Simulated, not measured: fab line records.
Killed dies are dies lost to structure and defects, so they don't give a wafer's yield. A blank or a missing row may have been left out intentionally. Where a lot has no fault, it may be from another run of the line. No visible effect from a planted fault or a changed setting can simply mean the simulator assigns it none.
fab line records	flow gf180mcu
[record] lots = 14	wafers = 42	last-day = 34
route steps=602 shown V4@498 M5@536 V5@551
lots with no fault: from the same line, run without faults
start-h: hours from the record's first day to the start of the lot's first wafer shown	wait-h: time in hours since the lot's previous step	" identical to the entry in the row above	L1.1+2: a row that stands for several wafers	- no value, or no start given	* or withheld: withheld	< > ~ a bound
route shown NAME@n: names a module that has steps shown in the file, with the first one's number in the route	usual: mean and standard deviation over wafers with no fault	same: alike in all rows	chamber/n: place in a boat	sites: readings site by site	_std_site: their standard deviation	_edge_site: mean of outer sites minus mean of inner sites	radius-mm: how far each site lies from the wafer's centre	mask NAME#n: copy n	behind: the tool/chamber that last shaped the wafer	hold: what put the lot on hold/how long, in hours/how the hold closed	device: names the non-switching transistor (n, p or np)	end of line: the same wafers' tests at the end of the route	step lacking rows: just its recipe	killed: dies lost to structure and defects at the first sort, not the wafer's yield	map: a wafer's dies, x killed, . not, _ none there
set.NAME: the setting the step ran with; set.NAME@STEP: the setting that earlier step ran with	model.NAME: the simulator's own value behind a step, which no gauge read
steps of the route over a sample of lots; a table a step, a row a wafer
services: when a tool's chamber went out of use (start-h, in hours from the record's first day, below 0 if earlier), for how many hours, and the reason
[[steps]]
[step GF_V4_SPUTTER_22]
[recipe] material = TiN	target-thk-nm = 10	chamber-pressure-pa = 5	power-w = 4000	time-s = 40
[usual] throttle-valve-pct = 29.8/0.95
[same] time-s = 40
lot.wafer	tool	chamber	start-h	wait-h	throttle-valve-pct
L619.1	pvd-sputter-04	-	563.10	0.0	30.2
L619.2	"	-	"	"	30.3
L619.6	"	-	"	"	30.4
L620.2	pvd-sputter-04	-	577.45	0.0	30.0
L620.5	"	-	"	"	30.7
L620.6	"	-	"	"	29.4
L621.3	pvd-sputter-04	-	580.44	0.0	29.5
L621.4	"	-	"	"	30.2
L621.6	"	-	"	"	30.7
L622.2	pvd-sputter-04	-	586.84	0.0	30.4
L622.5	"	-	"	"	30.0
L622.6	"	-	"	"	29.8
L623.1	pvd-sputter-01	-	600.34	0.0	31.4
L623.2	"	-	"	"	30.6
L623.5	"	-	"	"	31.2
L624.1	pvd-sputter-02	-	604.44	0.0	27.7
L624.2	"	-	"	"	29.1
L624.5	"	-	"	"	30.5
L625.3	pvd-sputter-04	-	623.44	0.0	30.3
L625.4	"	-	"	"	29.4
L625.5	"	-	"	"	30.8
L626.1	pvd-sputter-04	-	627.14	0.0	30.6
L626.4	"	-	"	"	30.1
L626.6	"	-	"	"	29.6
L628.3	pvd-sputter-04	-	631.31	0.0	30.7
L628.4	"	-	"	"	30.2
L628.6	"	-	"	"	30.1
L629.2	pvd-sputter-02	-	646.64	0.0	29.3
L629.4	"	-	"	"	27.6
L629.5	"	-	"	"	31.0
L630.2	pvd-sputter-02	-	664.04	0.0	30.6
L630.3	"	-	"	"	28.6
L630.6	"	-	"	"	30.7
L638.1	pvd-sputter-04	-	708.20	0.0	30.5
L638.2	"	-	"	"	29.9
L638.5	"	-	"	"	29.5
L639.1	pvd-sputter-02	-	713.02	0.0	30.9
L639.4	"	-	"	"	28.7
L639.6	"	-	"	"	29.3
L642.2	pvd-sputter-01	-	727.86	0.0	29.0
L642.3	"	-	"	"	28.9
L642.6	"	-	"	"	30.4
[step GF_V4_RS_MEAS_24]
[recipe] thk-meas-gauge = four-point-probe	reads = W_of_V4_CVD_23+TiN_of_V4_SPUTTER_22+Ti_of_V4_SPUTTER_21
[usual] V4_W_RS = 0.325/0.0061
lot.wafer	tool	chamber	start-h	wait-h	V4_W_RS[ohm/sq]
L619.1	film-metro-04	-	563.25	0.1	0.324
L619.2	"	-	"	"	0.318
L619.6	"	-	"	"	0.319
L620.2	film-metro-02	-	577.62	0.1	0.334
L620.5	"	-	"	"	0.331
L620.6	"	-	"	"	0.334
L621.3	film-metro-04	-	580.63	0.1	0.319
L621.4	"	-	"	"	0.326
L621.6	"	-	"	"	0.320
L622.2	film-metro-03	-	587.01	0.1	0.334
L622.5	"	-	"	"	0.329
L622.6	"	-	"	"	0.330
L623.1	film-metro-03	-	600.49	0.1	0.331
L623.2	"	-	"	"	0.332
L623.5	"	-	"	"	0.334
L624.1	film-metro-02	-	604.59	0.1	0.320
L624.2	"	-	"	"	0.329
L624.5	"	-	"	"	0.318
L625.3	film-metro-04	-	623.69	0.1	0.327
L625.4	"	-	"	"	0.318
L625.5	"	-	"	"	0.331
L626.1	film-metro-03	-	627.29	0.1	0.319
L626.4	"	-	"	"	0.317
L626.6	"	-	"	"	0.329
L628.3	film-metro-04	-	631.57	0.1	0.325
L628.4	"	-	"	"	0.316
L628.6	"	-	"	"	0.316
L629.2	film-metro-02	-	646.81	0.1	0.315
L629.4	"	-	"	"	0.316
L629.5	"	-	"	"	0.317
L630.2	film-metro-04	-	664.21	0.1	0.327
L630.3	"	-	"	"	0.333
L630.6	"	-	"	"	0.328
L638.1	film-metro-04	-	708.35	0.1	0.333
L638.2	"	-	"	"	0.319
L638.5	"	-	"	"	0.320
L639.1	film-metro-03	-	713.18	0.1	0.321
L639.4	"	-	"	"	0.319
L639.6	"	-	"	"	0.329
L642.2	film-metro-03	-	728.03	0.1	0.325
L642.3	"	-	"	"	0.323
L642.6	"	-	"	"	0.324
[step GF_M5_METAL_ETCH_10]
[recipe] chemistry = Cl2/BCl3	mask-material = KrF	target-depth-nm = 750.8	stop-on = SiO2	pressure-mtorr = 8	icp-w = 800	bias-w = 140	Cl2_flow_sccm = 80	bcl3-flow-sccm = 40	time-s = 125.1
[usual] drypump-motor-current-A = 5.8/0.32	mfc-cl2-sccm = 80.03/0.23	oes-product-au = 0.989/0.0057	throttle-valve-pct = 28.231/0.0096
[same] time-s = 125.1
lot.wafer	tool	chamber	start-h	wait-h	drypump-motor-current-A	mfc-cl2-sccm	oes-product-au	rf-hours-counter-h	throttle-valve-pct
L619.1	rie-metal-03	1	607.49	0.0	5.7	80.29	0.974	8	28.238
L619.2	"	0	"	"	5.9	80.28	0.983	7	28.239
L619.6	"	0	"	"	6.0	80.06	0.984	-	28.238
L620.2	rie-metal-03	0	620.78	0.0	6.0	79.96	0.993	7	28.227
L620.5	"	0	"	"	6.0	80.09	0.987	-	28.223
L620.6	"	1	"	"	5.7	79.62	0.994	-	28.216
L621.3	rie-metal-03	1	623.68	0.1	5.6	79.93	0.984	-	28.249
L621.4	"	0	"	"	6.0	80.60	0.988	-	28.227
L621.6	"	1	"	"	5.7	80.07	0.982	-	28.236
L622.2	rie-metal-03	0	630.67	0.1	6.0	80.16	0.986	-	28.219
L622.5	"	0	"	"	5.9	80.08	0.982	-	28.234
L622.6	"	0	"	"	6.0	79.79	0.981	-	28.239
L623.1	rie-metal-01	0	643.28	0.0	5.2	79.93	0.979	7	28.239
L623.2	"	1	"	"	5.6	80.39	0.990	2	28.235
L623.5	"	1	"	"	5.6	80.45	0.989	-	28.229
L624.1	rie-metal-03	1	646.63	0.0	5.6	80.17	0.992	0	28.226
L624.2	"	0	"	"	5.9	80.00	0.985	9	28.234
L624.5	"	1	"	"	5.6	79.87	0.984	-	28.233
L625.3	rie-metal-02	1	664.86	0.1	5.8	79.94	0.986	-	28.245
L625.4	"	1	"	"	5.8	79.54	0.995	-	28.229
L625.5	"	1	"	"	5.8	80.31	0.994	-	28.238
L626.1	rie-metal-03	1	668.37	0.0	5.7	79.97	0.990	1	28.217
L626.4	"	0	"	"	5.9	80.41	0.987	-	28.236
L626.6	"	1	"	"	5.7	79.95	1.000	-	28.218
L628.3	rie-metal-03	0	672.68	0.1	6.0	80.02	0.979	-	28.248
L628.4	"	1	"	"	5.7	79.98	0.992	-	28.248
L628.6	"	1	"	"	5.7	80.20	0.989	-	28.237
L629.2	rie-metal-02	0	687.18	0.0	6.4	79.67	0.995	0	28.220
L629.4	"	1	"	"	5.8	79.78	0.986	-	28.224
L629.5	"	1	"	"	5.8	79.56	0.999	-	28.225
L630.2	rie-metal-02	1	704.04	0.0	5.8	80.36	0.994	5	28.233
L630.3	"	0	"	"	6.4	79.89	0.989	-	28.233
L630.6	"	1	"	"	5.8	79.99	0.992	-	28.239
L638.1	rie-metal-01	1	744.58	0.0	5.6	79.94	0.995	7	28.237
L638.2	"	0	"	"	5.3	80.07	0.983	12	28.244
L638.5	"	0	"	"	5.2	80.16	0.984	-	28.235
L639.1	rie-metal-02	0	749.77	0.0	6.4	79.98	0.990	3	28.220
L639.4	"	0	"	"	6.4	79.76	0.985	-	28.237
L639.6	"	1	"	"	5.8	80.22	0.995	-	28.207
L642.2	rie-metal-03	1	763.27	0.0	5.6	80.17	0.997	5	28.234
L642.3	"	0	"	"	5.9	80.02	0.989	-	28.228
L642.6	"	0	"	"	6.0	79.98	0.987	-	28.220
[step GF_V5_EXPOSE_11]
[recipe] mask-id = Via5	target-cd-nm = 260	na = 0.68	source-shape = conventional	sigma-outer = 0.6	dose-mj = 38
[usual] exposure-dose-mJ-cm2 = 38.44/0.26	focus-offset-nm = -0.1/0.49
lot.wafer	tool	chamber	start-h	wait-h	mask	exposure-dose-mJ-cm2	focus-offset-nm
L619.1	krf-scanner-02	0	619.73	-	Via5#0	38.64	-0.4
L619.2	"	0	"	"	Via5#0	38.65	-0.4
L619.6	"	0	"	"	Via5#0	38.66	0.3
L620.2	krf-scanner-02	0	632.09	-	Via5#0	38.61	0.5
L620.5	"	0	"	"	Via5#0	38.64	0.2
L620.6	"	0	"	"	Via5#0	38.65	-0.4
L621.3	krf-scanner-02	0	634.89	-	Via5#0	38.64	-0.5
L621.4	"	0	"	"	Via5#0	38.67	-0.4
L621.6	"	0	"	"	Via5#0	38.64	-0.3
L622.2	krf-scanner-02	0	643.03	-	Via5#0	38.65	0.1
L622.5	"	0	"	"	Via5#0	38.69	0.0
L622.6	"	0	"	"	Via5#0	38.72	0.0
L623.1	krf-scanner-01	0	653.93	-	Via5#0	38.14	0.6
L623.2	"	0	"	"	Via5#0	38.15	0.4
L623.5	"	0	"	"	Via5#0	38.15	0.5
L624.1	krf-scanner-02	0	657.68	-	Via5#0	38.64	-0.1
L624.2	"	0	"	"	Via5#0	38.69	0.0
L624.5	"	0	"	"	Via5#0	38.69	-0.6
L625.3	krf-scanner-02	0	675.62	-	Via5#0	38.62	-0.4
L625.4	"	0	"	"	Via5#0	38.58	-0.1
L625.5	"	0	"	"	Via5#0	38.59	0.5
L626.1	krf-scanner-01	0	678.92	-	Via5#0	38.13	-0.8
L626.4	"	0	"	"	Via5#0	38.10	-0.5
L626.6	"	0	"	"	Via5#0	38.12	-0.1
L628.3	krf-scanner-01	0	683.85	-	Via5#0	38.14	0.5
L628.4	"	0	"	"	Via5#0	38.12	-0.5
L628.6	"	0	"	"	Via5#0	38.14	0.7
L629.2	krf-scanner-01	0	697.50	-	Via5#0	38.17	-0.1
L629.4	"	0	"	"	Via5#0	38.15	-0.3
L629.5	"	0	"	"	Via5#0	38.11	-0.8
L630.2	krf-scanner-02	0	714.34	-	Via5#0	38.63	0.2
L630.3	"	0	"	"	Via5#0	38.63	0.3
L630.6	"	0	"	"	Via5#0	38.60	0.2
L638.1	krf-scanner-01	-	754.22	-	Via5#0	-	-
L638.2	"	-	"	"	Via5#0	-	-
L638.5	"	-	"	"	Via5#0	-	-
L639.1	krf-scanner-02	-	759.88	-	Via5#0	-	-
L639.4	"	-	"	"	Via5#0	-	-
L639.6	"	-	"	"	Via5#0	-	-
L642.2	krf-scanner-02	0	772.77	-	Via5#0	38.68	-0.6
L642.3	"	0	"	"	Via5#0	38.68	-0.4
L642.6	"	0	"	"	Via5#0	38.71	-0.3
[[services]]
tool	chamber	start-h	hours	kind
pvd-sputter-04	-	554.19	5.2	repair
krf-scanner-02	-	557.24	1.0	pm
krf-scanner-01	-	579.70	1.0	pm
krf-scanner-01	-	629.04	0.8	pm
krf-scanner-01	-	630.85	4.0	pm
krf-scanner-01	-	640.79	0.3	repair
krf-scanner-01	-	642.57	2.1	repair
rie-metal-03	-	642.71	0.7	repair
krf-scanner-02	-	659.62	0.8	pm
pvd-sputter-01	-	662.35	2.1	repair
rie-metal-01	-	667.39	2.8	pm
krf-scanner-01	-	675.08	1.3	pm
krf-scanner-01	-	677.07	0.3	repair
rie-metal-03	-	699.20	1.4	pm
pvd-sputter-04	-	709.11	3.0	repair
krf-scanner-02	-	710.57	1.3	pm
krf-scanner-02	-	720.14	0.7	repair
krf-scanner-02	-	726.24	1.0	pm
krf-scanner-02	-	742.61	2.4	repair
krf-scanner-01	-	748.70	1.0	pm
krf-scanner-01	-	755.62	0.3	repair
krf-scanner-01	-	766.89	0.9	repair
krf-scanner-01	-	768.05	7.4	repair
pvd-sputter-02	-	770.26	1.4	repair
[[key]]
[first-sign] step = GF_V5_EXPOSE_11	reading = tool-record	direction = missing
effect none on later readings
met-at GF_V5_EXPOSE_11
struck-lots L638,L639
later-rows-left-out L638.1,L638.2,L638.5,L639.1,L639.4,L639.6
sort-left-out L638.1,L638.2,L638.5,L639.1,L639.4,L639.6
not-acting-at GF_V4_SPUTTER_22,GF_V4_RS_MEAS_24,GF_M5_METAL_ETCH_10
onset-between 714.34 754.22
[fault] kind = skipped-step-whole	tool = krf-scanner-01,krf-scanner-02	chamber = -	onset-h = 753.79	steps = GF_V5_EXPOSE_11	scope = struck-lots-only
// sort-left-out: the simulated sort isn't trusted on such a fault, so these wafers' sort isn't shown, and their yield isn't known
// later-rows-left-out: the simulator's readings of these wafers behind a module that went badly wrong aren't trusted and aren't shown, but for the sort
